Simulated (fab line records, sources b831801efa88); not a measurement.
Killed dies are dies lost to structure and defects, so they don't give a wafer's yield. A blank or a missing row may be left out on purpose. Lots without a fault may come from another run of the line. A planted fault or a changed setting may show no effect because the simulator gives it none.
Which tool did it? | flow gf180mcu | 6 lots, 18 wafers sampled, at 2 steps of a route of 602

WHAT THE GAUGES READ, wafer by wafer
GF_HV_LDD_THK_MEAS_55.
lot  | measured     | on            | HV_LDD_CVD_54_THK (nm)
L120 | day 13 21:35 | film_metro-04 | 13.76 13.75 13.57 13.84 13.70 13.67
L128 | day 16 12:49 | film_metro-03 | 9.94 9.88 9.86
L131 | day 17 16:29 | film_metro-04 | 10.00 9.93 9.97
L133 | day 18 03:10 | film_metro-03 | 9.86 9.90 9.82
L135 | day 18 18:25 | film_metro-01 | 9.99 10.23 9.92
L137 | day 19 06:22 | film_metro-01 | 9.66 9.85 9.88

WHICH TOOL RAN EACH LOT (tool, then ch and the chambers of the sampled wafers, then the start)
lot  | GF_HV_LDD_CVD_54
L120 | lpcvd-02 ch 0, day 13 20:34
L128 | lpcvd-01 ch 1, day 16 11:48
L131 | lpcvd-02 ch 0, day 17 15:27
L133 | lpcvd-01 ch 1, day 18 02:08
L135 | lpcvd-02 ch 0, day 18 17:24
L137 | lpcvd-02 ch 1, day 19 05:20
- GF_HV_LDD_CVD_54: deposits SiO2 from TEOS, target thk 10 nm, time 75 s.

THE ANSWER, worked out from the rows above alone
Rule: what is usual is taken from the lots themselves. Put in order of their means at a reading, lots are off if they are a third of the lots or fewer, leave a main group of 4 or more, and stand apart from it by a gap of 3 or more times the standard deviation of the main group's means; of several such gaps the widest counts. A main group whose means are all the same, to the digits that the tables above print for the reading, isn't used. A lot without any number at a reading at which 4 lots or more have one is off too. The other lots that the step has rows for count as sound.
Off: L120, at GF_HV_LDD_THK_MEAS_55 (HV_LDD_CVD_54_THK). The main group: mean 9.91 nm, standard deviation 0.087.
A tool fits if, at a process step before that reading, it ran every lot that is off, and no sound lot after the first of them. The gauges at GF_HV_LDD_THK_MEAS_55 are tried like those tools. None of those tried fits.

WHAT THE SIMULATOR HAD PUT IN
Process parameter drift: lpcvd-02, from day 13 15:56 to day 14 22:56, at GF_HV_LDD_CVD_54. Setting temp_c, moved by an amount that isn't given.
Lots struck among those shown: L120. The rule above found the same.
